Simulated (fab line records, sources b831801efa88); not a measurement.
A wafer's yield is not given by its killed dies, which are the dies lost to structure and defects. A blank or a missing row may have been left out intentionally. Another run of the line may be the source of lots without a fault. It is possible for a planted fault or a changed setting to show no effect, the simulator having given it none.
Struck lot and sound lot, side by side ; flow sky130 ; 15 out of 708 route steps
Sound: wafers L985.1, L985.3, L985.5. Wafers struck: L992.2, L992.3, L992.5. Last of all comes the cause.
Per side, at each step with rows, come the tool, then ch with its chambers, and then its first start. Under that, the readings that differ: sound wafers ; struck wafers ; difference of the means ; sigmas: that difference in standard deviations of wafers without a fault.
alike: same words and numbers on both sides, and readings whose means sit less than 2 such deviations apart. not compared: any withheld reading, any reading some wafer has no value for, any bound like >300 that may hide the same value, and any number with overlapping values for which the record gives no deviation.
The two part at a step that has a row with sigmas, a row that says differs or no value, or rows on one side only. Non-overlapping numbers with no deviation appear without sigmas and do not part them. A reading that every wafer of one side lacks parts them only if that side has two wafers or more.

first, 2 steps without rows for these wafers: SKY_SALICIDE_CLEAN_00 (cleans in HF-last, time 30 s); SKY_LI_CONTACT_HDPCVD_00 (deposits PSG, target thk 930 nm, time 155 s).
SKY_LI_CONTACT_THK_MEAS_01:
  sound on film-metro-01 at day 31 07:46; struck on film-metro-03 at day 33 11:05
  alike: LI_CONTACT_HDPCVD_THK
SKY_LI_CONTACT_CMP_02: polishes PSG.
  sound on cmp-02 ch 0,1,2, day 31 07:52; struck on cmp-01 ch 1,2,3, day 33 11:08
  alike: motor-current-A, retaining-ring-pressure-frac, time-to-endpoint-s
SKY_LI_CONTACT_BOW_MEAS_03:
  sound on film-metro-01 at day 31 08:07; struck on film-metro-01 at day 33 11:27
  alike: LI_CONTACT_BOW
then, 7 steps without rows for these wafers: SKY_LI_CONTACT_DEHYDRATE_04 (time 60 s); SKY_LI_CONTACT_HMDS_05 (prime time 60 s); SKY_LI_CONTACT_COAT_06 (resist thk 60 nm); SKY_LI_CONTACT_COAT_07 (resist thk 450 nm); SKY_LI_CONTACT_SOFTBAKE_08 (time 90 s); SKY_LI_CONTACT_EXPOSE_09 (exposes mask LICM1, target cd 170 nm); SKY_LI_CONTACT_PEB_10.
SKY_LI_CONTACT_DEVELOP_11: develop time 60 s.
  sound on litho-track-02 ch 0, day 32 11:00; struck on litho-track-02 ch 0, day 34 13:00
reading;sound;struck;difference;sigmas
developer-temp-C (C);20.88 21.00 21.11;23.12 23.18 23.10;+2.14;+23
SKY_LI_CONTACT_CD_MEAS_12: the cd target is 170 nm.
  sound on cd-sem-02 at day 32 11:27; struck on cd-sem-01 at day 34 13:28
  alike: cd-nm
-- a jump in the record: the struck wafers' starts before and after are 15 days apart (it breaks off in module LI_CONTACT and resumes in module PAD_OPEN, where the first step shown is number 708 of the route) --
SKY_PAD_OPEN_PROBE_99:
  rows exist in the record for the struck wafers here (prober-02, day 49 18:18), but not for the sound ones

## WHERE THEY PART
Last at SKY_PAD_OPEN_PROBE_99 as far as this record goes, first at SKY_LI_CONTACT_DEVELOP_11.

WHY: what the simulator had put in
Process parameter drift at SKY_LI_CONTACT_DEVELOP_11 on litho-track-02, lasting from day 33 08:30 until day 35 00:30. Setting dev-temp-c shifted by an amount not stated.
